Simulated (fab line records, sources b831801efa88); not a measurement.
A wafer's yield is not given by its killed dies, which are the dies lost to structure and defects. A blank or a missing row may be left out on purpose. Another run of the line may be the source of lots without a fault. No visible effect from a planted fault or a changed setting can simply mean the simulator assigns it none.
The tool behind it: which one? + flow sky130 + 21 wafers sampled from 7 lots at 1 step of a route of 708

## WHAT THE GAUGES READ, wafer by wafer
SKY_POLY_CUT_CD_MEAS_08 targets a cd of 270 nm.
| lot  | measured     | on       | cdNm (nm)         |
|------|--------------|----------|-------------------|
| L142 | day 26 16:27 | cdSem-02 | 269.4 268.8 269.3 |
| L141 | day 26 18:53 | cdSem-01 | 268.2 268.2 269.1 |
| L151 | day 29 11:44 | cdSem-02 | 269.9 270.8 271.0 |
| L154 | day 30 15:02 | cdSem-01 | 271.0 271.2 271.2 |
| L156 | day 31 02:28 | cdSem-02 | 273.6 271.7 272.0 |
| L157 | day 31 04:14 | cdSem-01 | 268.0 267.4 267.8 |
| L159 | day 31 21:30 | cdSem-01 | 268.5 269.1 268.9 |

## EACH LOT AND THE TOOL THAT RAN IT (in order: tool; ch and the chambers of the sampled wafers; start)
Before these readings, the record contains no process step.

## THE ANSWER, worked out from the rows above alone
Rule: the lots themselves supply what counts as usual. The widest of any qualifying gaps counts: lots, ordered by their means at a reading, are off when they make up no more than a third of the lots, leave a main group of 4 or more, and stand apart from it by 3 or more times the standard deviation of that group's means. If all means in a main group match to the digits the tables above print for the reading, that group is not used. Also off: a lot with no number at a reading for which 4 or more lots have one. Any other lot the step has rows for is counted as sound.
No lot is off at any reading shown: from this, nothing can be told.

## WHAT WAS PUT IN BY THE SIMULATOR
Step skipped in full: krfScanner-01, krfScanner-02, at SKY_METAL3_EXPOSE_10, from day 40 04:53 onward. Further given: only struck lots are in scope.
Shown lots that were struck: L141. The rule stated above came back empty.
